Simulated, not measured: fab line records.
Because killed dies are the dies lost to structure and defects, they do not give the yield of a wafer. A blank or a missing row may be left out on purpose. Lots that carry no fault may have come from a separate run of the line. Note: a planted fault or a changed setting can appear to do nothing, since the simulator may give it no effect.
fab line records -- flow gf180mcu
record: lots: 5, wafers: 15, last_day: 33
route steps=602 shown V3@441 M4@456
lots untouched by any fault: they come from a run of this same line in which no faults occurred
start_h: hours from the record's opening day to when the first of the lot's shown wafers began -- wait_h: how many hours have passed since the lot's step before this one -- " the same as in the row above -- L1.1+2: a row that stands for several wafers -- - no value, or no start was given -- * or withheld: withheld -- < > ~ a bound
route shown NAME@n: a module of which the file shows steps, and the number in the route of the first -- usual: mean and standard deviation over wafers with no fault -- same: alike in all rows -- chamber/n: place in a boat -- sites: each site's reading -- _std_site: standard deviation across them -- _edge_site: outer sites' mean less inner sites' -- radius_mm: for every site, how far away it sits from the centre of the wafer -- mask NAME#n: copy n -- behind: the tool/chamber that last shaped the wafer -- hold: the reason the lot was held/the length of the hold in hours/how it ended -- device: names the non-switching transistor (n, p or np) -- end of line: the tests these same wafers got at the end of their route -- for a step that has no rows: nothing shown but its recipe -- killed: not the wafer's yield, but the dies lost to structure and defects at the first sort -- map: a wafer's dies, x killed, . not, _ none there
set.NAME: the run value of the setting; set.NAME@STEP: its run value at that earlier step -- model.NAME: the simulator's own value behind a step, which no gauge read
lots at selected steps of the route; one table per step, one row per wafer
services: a tool's chamber out of use, with start hour (start_h, from the record's first day; less than 0 if before it), hours out, and reason
== steps ==
step: GF_V3_PEB_12
recipe: peb_temp_c: 135, peb_time_s: 93.62, resist: KrF
usual: plate_sensor_t_centre_C: 136.13/0.0092, plate_sensor_t_edge_C: 136.29/0.0088
lot.wafer,tool,chamber,start_h,wait_h,plate_sensor_t_centre_C,plate_sensor_t_edge_C
L078.3,litho_track-02,0,-,-,136.13,136.29
L078.4,litho_track-02,0,-,-,136.13,136.3
L078.5,litho_track-02,0,-,-,136.13,136.28
L079.1,litho_track-04,0,-,-,136.14,136.3
L079.4,litho_track-04,0,-,-,136.13,136.3
L079.5,litho_track-04,0,-,-,136.12,136.29
L083.2,litho_track-03,0,-,-,136.12,136.29
L083.3,litho_track-03,0,-,-,136.11,136.3
L083.6,litho_track-03,0,-,-,136.12,136.28
L085.1,litho_track-04,0,-,-,136.11,136.29
L085.3,litho_track-04,0,-,-,136.13,136.28
L085.5,litho_track-04,0,-,-,136.14,136.29
L091.1,litho_track-04,0,-,-,136.12,136.27
L091.2,litho_track-04,0,-,-,136.14,136.28
L091.6,litho_track-04,0,-,-,136.14,136.29
step: GF_V3_DEVELOP_13
recipe: develop_time_s: 60, resist: KrF, dev_temp_c: 21
lot.wafer,tool,chamber,start_h,wait_h
L078.3+4+5,litho_track-02,0,552.74,0.1
L079.1+4+5,litho_track-04,0,569.24,0.2
L083.2+3+6,litho_track-03,0,590.01,0.2
L085.1+3+5,litho_track-04,0,602.84,0.2
L091.1+2+6,litho_track-04,0,649.44,0.2
step: GF_V3_CD_MEAS_14
recipe: target_cd_nm: 260
usual: cd_nm: 260.1/1.2
lot.wafer,tool,chamber,start_h,wait_h,cd_nm
L078.3,cd_sem-01,-,552.88,0.1,262.3
L078.4,cd_sem-01,-,552.88,0.1,261.5
L078.5,cd_sem-01,-,552.88,0.1,261.7
L079.1,cd_sem-01,-,569.39,0.1,258.1
L079.4,cd_sem-01,-,569.39,0.1,259.7
L079.5,cd_sem-01,-,569.39,0.1,259.9
L083.2,cd_sem-01,-,590.16,0.1,259.4
L083.3,cd_sem-01,-,590.16,0.1,260.8
L083.6,cd_sem-01,-,590.16,0.1,261.7
L085.1,cd_sem-01,-,602.99,0.1,259.5
L085.3,cd_sem-01,-,602.99,0.1,258.5
L085.5,cd_sem-01,-,602.99,0.1,259.5
L091.1,cd_sem-01,-,649.59,0.1,260.1
L091.2,cd_sem-01,-,649.59,0.1,261.7
L091.6,cd_sem-01,-,649.59,0.1,260.7
step: GF_V3_OVL_MEAS_15
usual: V3_OVL: 4/5.6
lot.wafer,tool,chamber,start_h,wait_h,V3_OVL[nm]
L078.3,overlay-01,-,552.97,0.1,8
L078.4,overlay-01,-,552.97,0.1,-1
L078.5,overlay-01,-,552.97,0.1,5
L079.1,overlay-01,-,569.51,0.1,4
L079.4,overlay-01,-,569.51,0.1,6
L079.5,overlay-01,-,569.51,0.1,7
L083.2,overlay-02,-,590.26,0.1,-1
L083.3,overlay-02,-,590.26,0.1,1
L083.6,overlay-02,-,590.26,0.1,3
L085.1,overlay-01,-,603.11,0.1,8
L085.3,overlay-01,-,603.11,0.1,3
L085.5,overlay-01,-,603.11,0.1,11
L091.1,overlay-02,-,649.71,0.1,7
L091.2,overlay-02,-,649.71,0.1,4
L091.6,overlay-02,-,649.71,0.1,7
step: GF_V3_ETCH_16
recipe: chemistry: N2/H2, target_depth_a: withheld, overetch_a: withheld, time_s: withheld, target: BARC, ion_energy_ev: 200, source_w: 500, bias_w: 100, pressure_mtorr: 30, n2_flow_sccm: 100, h2_flow_sccm: 200
usual: drypump_motor_current_A: 5.5/0.38, oes_product_au: 0.854/0.005, throttle_valve_pct: 13.225/0.0092
lot.wafer,tool,chamber,start_h,wait_h,drypump_motor_current_A,oes_product_au,throttle_valve_pct
L078.3,rie_diel-04,0,552.99,0.0,5.7,0.866,13.205
L078.4,rie_diel-04,3,552.99,0.0,5.6,0.850,13.228
L078.5,rie_diel-04,2,552.99,0.0,5.2,0.864,13.229
L079.1,rie_diel-03,1,569.55,0.0,5.0,0.861,13.228
L079.4,rie_diel-03,2,569.55,0.0,5.3,0.857,13.226
L079.5,rie_diel-03,2,569.55,0.0,5.3,0.852,13.223
L083.2,rie_diel-01,1,590.29,0.0,4.9,0.866,13.218
L083.3,rie_diel-01,2,590.29,0.0,5.4,0.858,13.224
L083.6,rie_diel-01,3,590.29,0.0,6.2,0.848,13.235
L085.1,rie_diel-01,1,603.15,0.0,5.0,0.848,13.227
L085.3,rie_diel-01,3,603.15,0.0,6.2,0.856,13.214
L085.5,rie_diel-01,1,603.15,0.0,4.9,0.856,13.229
L091.1,rie_diel-04,3,649.75,0.0,5.7,0.848,13.227
L091.2,rie_diel-04,1,649.75,0.0,5.3,0.856,13.219
L091.6,rie_diel-04,3,649.75,0.0,5.6,0.859,13.230
step: GF_V3_ETCH_17
recipe: chemistry: C4F8/O2/Ar, mask_material: KrF, target: SiO2, stop_on: TiN, source_w: 1500, bias_w: 1200, pressure_mtorr: 40, c4f8_flow_sccm: withheld, O2_flow_sccm: 6, Ar_flow_sccm: 300, time_s: withheld, target_depth_a: 6350
usual: oes_product_au: 0.856/0.0049
lot.wafer,tool,chamber,start_h,wait_h,oes_product_au
L078.3,rie_diel-04,0,-,-,0.852
L078.4,rie_diel-04,3,-,-,0.852
L078.5,rie_diel-04,2,-,-,0.860
L079.1,rie_diel-03,1,-,-,0.855
L079.4,rie_diel-03,2,-,-,0.861
L079.5,rie_diel-03,2,-,-,0.857
L083.2,rie_diel-01,1,-,-,0.857
L083.3,rie_diel-01,2,-,-,0.857
L083.6,rie_diel-01,3,-,-,0.861
L085.1,rie_diel-01,1,-,-,0.852
L085.3,rie_diel-01,3,-,-,0.850
L085.5,rie_diel-01,1,-,-,0.856
L091.1,rie_diel-04,3,-,-,0.855
L091.2,rie_diel-04,1,-,-,0.864
L091.6,rie_diel-04,3,-,-,0.854
step: GF_V3_STRIP_18
recipe: chemistry: O2/N2, power_w: 1400, pressure_mtorr: 1500, platen_temp_c: 250, o2_flow_sccm: 3000, n2_flow_sccm: 300, overash_fraction: 0.5
usual: drypump_motor_current_A: 5.9/0.45, heater_power_w: 326/41, oes_product_au: 0.593/0.0048, platen_temp_c: 250.00/0.19
lot.wafer,tool,chamber,start_h,wait_h,drypump_motor_current_A,heater_power_w,oes_product_au,platen_temp_c,rf_hours_counter_h
L078.3,plasma_asher-04,0,553.15,-,5.4,405,0.597,250.07,-
L078.4,plasma_asher-04,1,553.15,-,6.2,307,0.595,250.02,-
L078.5,plasma_asher-04,0,553.15,-,5.5,400,0.588,250.36,-
L079.1,plasma_asher-04,1,569.68,-,6.2,313,0.593,250.07,80
L079.4,plasma_asher-04,0,569.68,-,5.5,399,0.594,249.95,-
L079.5,plasma_asher-04,0,569.68,-,5.4,397,0.594,249.85,-
L083.2,plasma_asher-04,0,590.42,-,5.4,407,0.598,250.23,82
L083.3,plasma_asher-04,1,590.42,-,6.3,314,0.587,249.95,-
L083.6,plasma_asher-04,1,590.42,-,6.2,306,0.588,250.23,-
L085.1,plasma_asher-02,1,603.28,-,5.3,306,0.588,249.91,18
L085.3,plasma_asher-02,1,603.28,-,5.3,305,0.596,249.96,-
L085.5,plasma_asher-02,0,603.28,-,5.6,303,0.596,250.00,-
L091.1,plasma_asher-04,0,649.88,-,5.4,415,0.592,250.05,88
L091.2,plasma_asher-04,1,649.88,-,6.2,308,0.594,250.00,88
L091.6,plasma_asher-04,0,649.88,-,5.4,406,0.589,250.19,-
step: GF_V3_STRIP_19
recipe: chemistry: post_etch_residue_remover, time_s: 1200, temp_c: 72.5
same: time_s: 1200
lot.wafer,tool,chamber,start_h,wait_h
L078.3+4+5,wet_bench-01,3,553.22,0.0
L079.1+4+5,wet_bench-01,1,569.78,0.1
L083.2+3+6,wet_bench-02,3,590.52,0.1
L085.1+3+5,wet_bench-02,3,603.38,0.1
L091.1+2+6,wet_bench-03,1,649.98,0.1
step: GF_V3_CLEAN_20
recipe: chemistry: DIW, dry: n2_spin
lot.wafer,tool,chamber,start_h,wait_h
L078.3+4+5,wet_bench-02,2,553.59,0.0
L079.1+4+5,wet_bench-03,2,570.15,0.0
L083.2+3+6,wet_bench-03,0,590.86,0.0
L085.1+3+5,wet_bench-01,0,603.72,0.0
L091.1+2+6,wet_bench-02,2,650.66,0.0
step: GF_V3_SPUTTER_21
recipe: material: Ti, target_thk_nm: 15, chamber_pressure_pa: 5, power_w: 2500, substrate_temp_c: 200, time_s: 80.02
usual: throttle_valve_pct: 30.0/1.1
same: time_s: 80.02
lot.wafer,tool,chamber,start_h,wait_h,throttle_valve_pct
L078.3,pvd_sputter-04,-,553.69,0.0,31.4
L078.4,pvd_sputter-04,-,553.69,0.0,30.8
L078.5,pvd_sputter-04,-,553.69,0.0,30.8
L079.1,pvd_sputter-04,-,570.25,0.0,31.0
L079.4,pvd_sputter-04,-,570.25,0.0,30.0
L079.5,pvd_sputter-04,-,570.25,0.0,30.6
L083.2,pvd_sputter-04,-,590.96,0.0,29.9
L083.3,pvd_sputter-04,-,590.96,0.0,30.9
L083.6,pvd_sputter-04,-,590.96,0.0,30.8
L085.1,pvd_sputter-02,-,603.81,0.0,31.3
L085.3,pvd_sputter-02,-,603.81,0.0,29.7
L085.5,pvd_sputter-02,-,603.81,0.0,29.8
L091.1,pvd_sputter-03,-,650.75,0.0,29.1
L091.2,pvd_sputter-03,-,650.75,0.0,31.6
L091.6,pvd_sputter-03,-,650.75,0.0,31.7
step: GF_V3_SPUTTER_22
recipe: material: TiN, target_thk_nm: 10, chamber_pressure_pa: 5, power_w: 4000, time_s: 40
usual: throttle_valve_pct: 30.0/1.1
same: time_s: 40
lot.wafer,tool,chamber,start_h,wait_h,throttle_valve_pct
L078.3,pvd_sputter-04,-,553.75,0.0,31.1
L078.4,pvd_sputter-04,-,553.75,0.0,30.8
L078.5,pvd_sputter-04,-,553.75,0.0,30.6
L079.1,pvd_sputter-04,-,570.31,0.0,30.9
L079.4,pvd_sputter-04,-,570.31,0.0,30.3
L079.5,pvd_sputter-04,-,570.31,0.0,30.8
L083.2,pvd_sputter-04,-,591.02,0.0,30.2
L083.3,pvd_sputter-04,-,591.02,0.0,30.7
L083.6,pvd_sputter-04,-,591.02,0.0,30.8
L085.1,pvd_sputter-02,-,603.87,0.0,31.2
L085.3,pvd_sputter-02,-,603.87,0.0,30.1
L085.5,pvd_sputter-02,-,603.87,0.0,30.0
L091.1,pvd_sputter-03,-,650.81,0.0,29.1
L091.2,pvd_sputter-03,-,650.81,0.0,31.6
L091.6,pvd_sputter-03,-,650.81,0.0,31.4
step: GF_V3_CVD_23
recipe: material: W, target_thk_nm: 350, time_s: 104.9, temp_c: 400, pressure_torr: 40
usual: heater_power_w: 817/110
same: time_s: 104.9
lot.wafer,tool,chamber,start_h,wait_h,heater_power_w
L078.3,cvd_w-01,0,553.83,0.1,691
L078.4,cvd_w-01,1,553.83,0.1,941
L078.5,cvd_w-01,0,553.83,0.1,709
L079.1,cvd_w-01,0,570.35,0.0,691
L079.4,cvd_w-01,0,570.35,0.0,677
L079.5,cvd_w-01,1,570.35,0.0,940
L083.2,cvd_w-01,0,591.06,0.0,711
L083.3,cvd_w-01,1,591.06,0.0,911
L083.6,cvd_w-01,1,591.06,0.0,935
L085.1,cvd_w-02,1,603.91,0.0,874
L085.3,cvd_w-02,0,603.91,0.0,724
L085.5,cvd_w-02,0,603.91,0.0,746
L091.1,cvd_w-01,0,650.85,0.0,699
L091.2,cvd_w-01,1,650.85,0.0,949
L091.6,cvd_w-01,1,650.85,0.0,943
step: GF_V3_RS_MEAS_24
recipe: thk_meas_gauge: four-point-probe, reads: W_of_V3_CVD_23+TiN_of_V3_SPUTTER_22+Ti_of_V3_SPUTTER_21
usual: V3_W_RS: 0.322/0.0052
lot.wafer,tool,chamber,start_h,wait_h,V3_W_RS[ohm/sq]
L078.3,film_metro-04,-,553.95,0.1,0.330
L078.4,film_metro-04,-,553.95,0.1,0.319
L078.5,film_metro-04,-,553.95,0.1,0.327
L079.1,film_metro-03,-,570.46,0.1,0.325
L079.4,film_metro-03,-,570.46,0.1,0.330
L079.5,film_metro-03,-,570.46,0.1,0.320
L083.2,film_metro-04,-,591.19,0.1,0.312
L083.3,film_metro-04,-,591.19,0.1,0.319
L083.6,film_metro-04,-,591.19,0.1,0.319
L085.1,film_metro-04,-,604.02,0.1,0.321
L085.3,film_metro-04,-,604.02,0.1,0.328
L085.5,film_metro-04,-,604.02,0.1,0.327
L091.1,film_metro-04,-,650.97,0.1,0.314
L091.2,film_metro-04,-,650.97,0.1,0.319
L091.6,film_metro-04,-,650.97,0.1,0.327
step: GF_V3_THK_MEAS_25
recipe: thk_meas_gauge: xrf, reads: W_of_V3_CVD_23
usual: V3_W_THK: 349/6.7
lot.wafer,tool,chamber,start_h,wait_h,V3_W_THK[nm]
L078.3,film_metro-04,-,554.05,0.1,340
L078.4,film_metro-04,-,554.05,0.1,350
L078.5,film_metro-04,-,554.05,0.1,343
L079.1,film_metro-03,-,570.58,0.1,349
L079.4,film_metro-03,-,570.58,0.1,343
L079.5,film_metro-03,-,570.58,0.1,351
L083.2,film_metro-04,-,591.30,0.1,361
L083.3,film_metro-04,-,591.30,0.1,353
L083.6,film_metro-04,-,591.30,0.1,351
L085.1,film_metro-04,-,604.14,0.1,351
L085.3,film_metro-04,-,604.14,0.1,344
L085.5,film_metro-04,-,604.14,0.1,343
L091.1,film_metro-04,-,651.09,0.1,356
L091.2,film_metro-04,-,651.09,0.1,353
L091.6,film_metro-04,-,651.09,0.1,347
step: GF_V3_CMP_26
recipe: stop_on: SiO2, down_force_psi: 3.5, platen_rpm: 60, t_overpolish_s: 15, target_thk_nm: 0, pad_velocity_m_s: 0.94248
usual: motor_current_A: 10.4/0.65, overpolish_run_s: 15.001/0.0086, platen_rpm: 60.00/0.039, slurry_filter_dp_kPa: 13.51/0.13, time_to_endpoint_s: 85/3.7
lot.wafer,tool,chamber,start_h,wait_h,motor_current_A,overpolish_run_s,platen_rpm,slurry_filter_dp_kPa,time_to_endpoint_s
L078.3,cmp-02,0,554.19,0.1,10.6,15.002,60.01,13.55,81
L078.4,cmp-02,1,554.19,0.1,11.6,15.011,59.96,13.70,85
L078.5,cmp-02,2,554.19,0.1,9.8,14.991,59.93,13.57,81
L079.4,cmp-02,3,570.64,0.0,10.7,14.988,59.99,13.61,86
L079.1,cmp-02,0,570.64,0.0,10.6,14.994,59.98,13.46,86
L079.5,cmp-02,3,570.64,0.0,10.9,15.011,60.04,13.77,93
L083.2,cmp-02,1,591.35,0.0,10.7,15.003,60.02,13.41,90
L083.3,cmp-02,3,591.35,0.0,10.4,15.008,60.08,13.63,91
L083.6,cmp-02,2,591.35,0.0,10.0,15.022,60.00,13.54,85
L085.3,cmp-02,2,604.20,0.0,9.8,14.997,59.94,13.72,82
L085.1,cmp-02,0,604.20,0.0,11.0,15.006,60.14,13.48,87
L085.5,cmp-02,3,604.20,0.0,10.7,15.012,60.07,13.56,93
L091.1,cmp-01,0,651.15,0.1,9.2,15.012,60.01,13.52,88
L091.2,cmp-01,1,651.15,0.1,9.9,14.987,59.99,13.49,84
L091.6,cmp-01,0,651.15,0.1,9.0,15.019,59.98,13.66,84
step: GF_M4_SPUTTER_00
recipe: material: Ti, target_thk_nm: 37.5, arriving_ion_energy_ev: 80, substrate_temp_c: 200, chamber_pressure_pa: 2, power_w: 4000, time_s: 150
usual: throttle_valve_pct: 29.8/1.3
same: time_s: 150
lot.wafer,tool,chamber,start_h,wait_h,throttle_valve_pct
L078.3,pvd_sputter-02,-,554.39,0.1,29.9
L078.4,pvd_sputter-02,-,554.39,0.1,29.2
L078.5,pvd_sputter-02,-,554.39,0.1,30.1
L079.1,pvd_sputter-04,-,570.94,0.2,30.3
L079.4,pvd_sputter-04,-,570.94,0.2,30.7
L079.5,pvd_sputter-04,-,570.94,0.2,31.2
L083.2,pvd_sputter-02,-,591.65,0.2,30.1
L083.3,pvd_sputter-02,-,591.65,0.2,29.3
L083.6,pvd_sputter-02,-,591.65,0.2,29.9
L085.1,pvd_sputter-04,-,604.50,0.1,30.3
L085.3,pvd_sputter-04,-,604.50,0.1,31.0
L085.5,pvd_sputter-04,-,604.50,0.1,30.6
L091.1,pvd_sputter-01,-,651.45,0.2,29.3
L091.2,pvd_sputter-01,-,651.45,0.2,29.8
L091.6,pvd_sputter-01,-,651.45,0.2,26.6
step: GF_M4_SPUTTER_01
recipe: material: TiN, target_thk_nm: 30, power_w: 6500, time_s: 25, chamber_pressure_pa: 0.4
usual: throttle_valve_pct: 29.8/1.3
same: time_s: 25
lot.wafer,tool,chamber,start_h,wait_h,throttle_valve_pct
L078.3,pvd_sputter-02,-,554.49,0.1,29.9
L078.4,pvd_sputter-02,-,554.49,0.1,29.1
L078.5,pvd_sputter-02,-,554.49,0.1,29.9
L079.1,pvd_sputter-04,-,571.04,0.1,29.9
L079.4,pvd_sputter-04,-,571.04,0.1,30.6
L079.5,pvd_sputter-04,-,571.04,0.1,31.2
L083.2,pvd_sputter-02,-,591.75,0.1,29.9
L083.3,pvd_sputter-02,-,591.75,0.1,29.2
L083.6,pvd_sputter-02,-,591.75,0.1,29.9
L085.1,pvd_sputter-04,-,604.60,0.1,30.0
L085.3,pvd_sputter-04,-,604.60,0.1,31.1
L085.5,pvd_sputter-04,-,604.60,0.1,30.7
L091.1,pvd_sputter-01,-,651.55,0.1,29.2
L091.2,pvd_sputter-01,-,651.55,0.1,29.7
L091.6,pvd_sputter-01,-,651.55,0.1,27.0
== services ==
tool,chamber,start_h,hours,kind
pvd_sputter-02,1,529.16,-,consumable_replace:kit
pvd_sputter-02,1,529.16,18.0,scheduled_down
pvd_sputter-02,1,529.16,18.0,vent_cycle
pvd_sputter-02,-,535.58,4.0,repair
wet_bench-03,-,538.59,1.0,repair
pvd_sputter-03,-,540.14,2.9,repair
cmp-01,-,553.21,9.7,pm
pvd_sputter-04,-,561.00,1.6,repair
cmp-02,-,577.35,4.4,repair
cvd_w-01,0,577.88,-,calibration
plasma_asher-02,-,579.02,7.9,repair
rie_diel-04,2,579.59,4.5,repair
rie_diel-04,3,582.53,6.8,repair
rie_diel-04,2,589.37,-,clean
rie_diel-04,2,589.37,16.9,scheduled_down
rie_diel-04,2,589.37,16.9,vent_cycle
rie_diel-01,2,614.87,43.8,repair
pvd_sputter-04,-,618.24,2.5,repair
rie_diel-01,3,622.38,6.7,repair
cmp-02,-,625.60,4.6,repair
cmp-02,-,639.51,4.0,pm
cmp-01,-,643.64,5.7,pm
pvd_sputter-04,-,646.31,5.4,repair
pvd_sputter-02,-,648.71,3.1,repair
== key ==
fault none
